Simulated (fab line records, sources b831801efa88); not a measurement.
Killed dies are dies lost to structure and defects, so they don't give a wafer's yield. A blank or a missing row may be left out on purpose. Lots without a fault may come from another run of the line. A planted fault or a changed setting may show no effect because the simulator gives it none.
Problem report in the 8D (eight disciplines) form, filled by code | flow sky130 | the parts of the form that need people (team, actions taken, sign-off) are left out

1. THE PROBLEM
killed_at_M0_to_M3 at SKY_PAD_OPEN_PROBE_99 reads a mean of 448 on 6 wafers of 2 lots; wafers without a fault read 44 with a standard deviation of 7.2. That is +56 standard deviations from the usual mean.
First seen on wafer L558.1, day 50 02:31, on prober-01. The record holds 15 wafers of 5 lots with a number at this step. Rule for "out", or "out of limits": more than 4 standard deviations from the usual mean. The other wafers with a number count as sound.

2. WHAT IT IS AND WHAT IT IS NOT
question                    | is                                                                                                                     | is not
which readings at this step | killed_at_M0_to_M3, defect_limited_yield, killed_dies, killed_on_rim, sort_bin_5_function, sort_n_pass, sort_yield_pct | killed_at_M4_up, killed_at_other, killed_open, sort_bin_6_memory
which lots                  | L558, L559                                                                                                             | L542, L545, L551
which wafers of those lots  | all that have a number                                                                                                 | -
read on which tools         | prober-01, prober-02                                                                                                   | -
when                        | from day 50 02:31                                                                                                      | up to then (9 sound wafers)

3. SUSPECTS, AND WHAT RULES EACH OUT
Counting: a tool at a process step up to the reading stays a suspect if it ran every lot that is out and no sound lot after the first of them.
- plasma_asher-03 at SKY_METAL3_STRIP_19 (strips in O2/N2): kept. It ran every lot that is out, first L558 (day 43 21:39), and no sound lot after that; its last sound lot up to then is L551 (day 42 07:00).
Left after counting: plasma_asher-03 at SKY_METAL3_STRIP_19.

4. THE CAUSE (what the simulator had put in)
Skipped step whole: plasma_asher-03, from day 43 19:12 on, at SKY_METAL3_STRIP_19. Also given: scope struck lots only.
Counting left only this tool.

5. THE CHAIN OF EFFECTS, in route order
Each row: a reading whose mean over the struck wafers that have a number lies more than 3 standard deviations from the usual. Only readings for which the record gives a usual standard deviation are gone through. hours: the time from each lot's start at the first step in this table that gives one to its start at this step, as a median over the lots. sigmas: the change in usual standard deviations.
hours | step                  | reading              | usual  | on struck wafers | change | sigmas
0     | SKY_PAD_OPEN_PROBE_99 | defect_limited_yield | 82.4 % | 0.0              | -82.4  | -43
0     | SKY_PAD_OPEN_PROBE_99 | killed_at_M0_to_M3   | 44     | 448              | +404   | +56
0     | SKY_PAD_OPEN_PROBE_99 | killed_dies          | 87     | 492              | +405   | +44
0     | SKY_PAD_OPEN_PROBE_99 | killed_on_rim        | 17     | 96               | +79    | +20
0     | SKY_PAD_OPEN_PROBE_99 | sort_bin_5_function  | 10.6 % | 93.8             | +83.2  | +55
0     | SKY_PAD_OPEN_PROBE_99 | sort_n_pass          | 405    | 0                | -405   | -44
0     | SKY_PAD_OPEN_PROBE_99 | sort_yield_pct       | 82.4 % | 0.0              | -82.4  | -43
The process steps in it:
- SKY_PAD_OPEN_PROBE_99
Readings that are blank on the struck wafers while sound wafers have them: chamber_pressure_mTorr at SKY_METAL3_STRIP_19; drypump_motor_current_A at SKY_METAL3_STRIP_19; oes_product_au at SKY_METAL3_STRIP_19; strip_time_to_endpoint_s at SKY_METAL3_STRIP_19.

6. WHAT WOULD HAVE CAUGHT IT SOONER
In this record the first reading out of limits was taken at day 50 02:31, 151 hours after the fault began at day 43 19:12.
At SKY_METAL3_STRIP_19 the tool's readings are blank on the struck wafers, where sound wafers have them: an empty tool record is the first sign, and it was there at once.
All the lots that are out (2) had begun SKY_METAL3_STRIP_19 on plasma_asher-03 by day 50 02:31. A hold on the tool at that time would have spared none of them.
